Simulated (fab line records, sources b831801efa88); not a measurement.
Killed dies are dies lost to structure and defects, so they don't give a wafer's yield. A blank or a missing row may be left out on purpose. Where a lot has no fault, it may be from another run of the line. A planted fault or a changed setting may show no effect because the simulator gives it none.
Struck lot and sound lot, side by side -- flow sky130 -- 17 out of 708 route steps
Sound: wafers L629.1, L629.4, L629.5. The struck wafers were L635.1, L635.2, L635.5. Last of all comes the cause.
Each step with rows lists, per side, the tool, then ch with its chambers, then its first start. Under that, the readings that differ: sound wafers -- struck wafers -- difference of the means -- sigmas: that difference in standard deviations of wafers without a fault.
alike: same words and numbers on both sides, and readings whose means sit less than 2 such deviations apart. not compared: any withheld reading, any reading some wafer has no value for, any bound like >300 that may hide the same value, and any number with overlapping values for which the record gives no deviation.
A row with sigmas, a row that says differs or no value, or rows on one side alone: a step with any of these is where the two part. Numbers that have no deviation but don't overlap get no sigmas and don't part them. Lack of a reading on every wafer of one side parts them only where that side has two or more wafers.

first, 1 step without rows for these wafers: SKY_VT_ADJUST_PCH_IMPLANT_08.
SKY_VT_ADJUST_PCH_STRIP_09: strips in O2/N2.
  sound on plasma-asher-02 ch 0, day 10 18:00; struck on plasma-asher-04 ch 0,1, day 12 15:05
reading,sound,struck,difference,sigmas
drypump-motor-current-A (A),5.1 5.1 5.1,5.8 6.0 6.0,+0.8,+2
  alike: oes-product-au, strip-time-to-endpoint-s
  not compared: rf-hours-counter-h
SKY_VT_ADJUST_PCH_TW_MEAS_10:
  sound on film-metro-02 at day 10 18:06; struck on film-metro-04 at day 12 15:11
reading,sound,struck,difference,sigmas
VT_ADJUST_PCH_TW,144.8 145.0 145.6,142.1 142.3 142.3,-2.9,-2
then, 7 steps without rows for these wafers: SKY_SONOS_TUNNEL_DEHYDRATE_00 (time 60 s); SKY_SONOS_TUNNEL_HMDS_01 (prime time 60 s); SKY_SONOS_TUNNEL_COAT_02 (resist thk 1140 nm); SKY_SONOS_TUNNEL_SOFTBAKE_03 (time 60 s); SKY_SONOS_TUNNEL_EXPOSE_04 (exposes mask TUNM, target cd 410 nm); SKY_SONOS_TUNNEL_PEB_05; SKY_SONOS_TUNNEL_DEVELOP_06 (develop time 60 s).
SKY_SONOS_TUNNEL_CD_MEAS_07: the cd target is 410 nm.
  sound on cd-sem-02 at day 11 17:04; struck on cd-sem-01 at day 13 15:16
reading,sound,struck,difference,sigmas
cd-nm (nm),412.6 412.1 411.3,407.6 406.8 406.3,-5.1,-2
SKY_SONOS_TUNNEL_OVL_MEAS_08:
  sound on overlay-01 at day 11 17:11; struck on overlay-01 at day 13 15:23
  alike: SONOS_TUNNEL_OVL
SKY_SONOS_TUNNEL_IMPLANT_09:
  sound on implanter-01 ch 0, day 11 17:14; struck on implanter-01 ch 0, day 13 15:26
reading,sound,struck,difference,sigmas
implant-ion-amu,11 11 11,31 31 31,+20,
model.implant.rp-nm (nm),64.25 64.25 64.25,26.76 26.76 26.76,-37.49,
model.implant.drp-nm (nm),28.34 28.34 28.34,12.97 12.97 12.97,-15.37,
then, 2 steps without rows for these wafers: SKY_SONOS_TUNNEL_WET_ETCH_10 (etches SiO2 in dHF, target depth 14 nm, time 280 s); SKY_SONOS_TUNNEL_STRIP_11 (strips in SPM, time 600 s).
SKY_SONOS_TUNNEL_TW_MEAS_12:
  sound on film-metro-02 at day 11 17:38; struck on film-metro-01 at day 13 16:11
reading,sound,struck,difference,sigmas
SONOS_TUNNEL_TW,197.5 198.0 198.2,368.3 366.5 367.6,+169.6,+99 or more
  not compared: hold
SKY_PAD_OPEN_PROBE_99:
  the record holds rows for the sound wafers here (prober-02, day 45 21:55) but none for the struck ones

WHERE THEY PART
At SKY_VT_ADJUST_PCH_STRIP_09 first; at SKY_PAD_OPEN_PROBE_99 last (within this record only).

WHY: the cause the simulator had injected
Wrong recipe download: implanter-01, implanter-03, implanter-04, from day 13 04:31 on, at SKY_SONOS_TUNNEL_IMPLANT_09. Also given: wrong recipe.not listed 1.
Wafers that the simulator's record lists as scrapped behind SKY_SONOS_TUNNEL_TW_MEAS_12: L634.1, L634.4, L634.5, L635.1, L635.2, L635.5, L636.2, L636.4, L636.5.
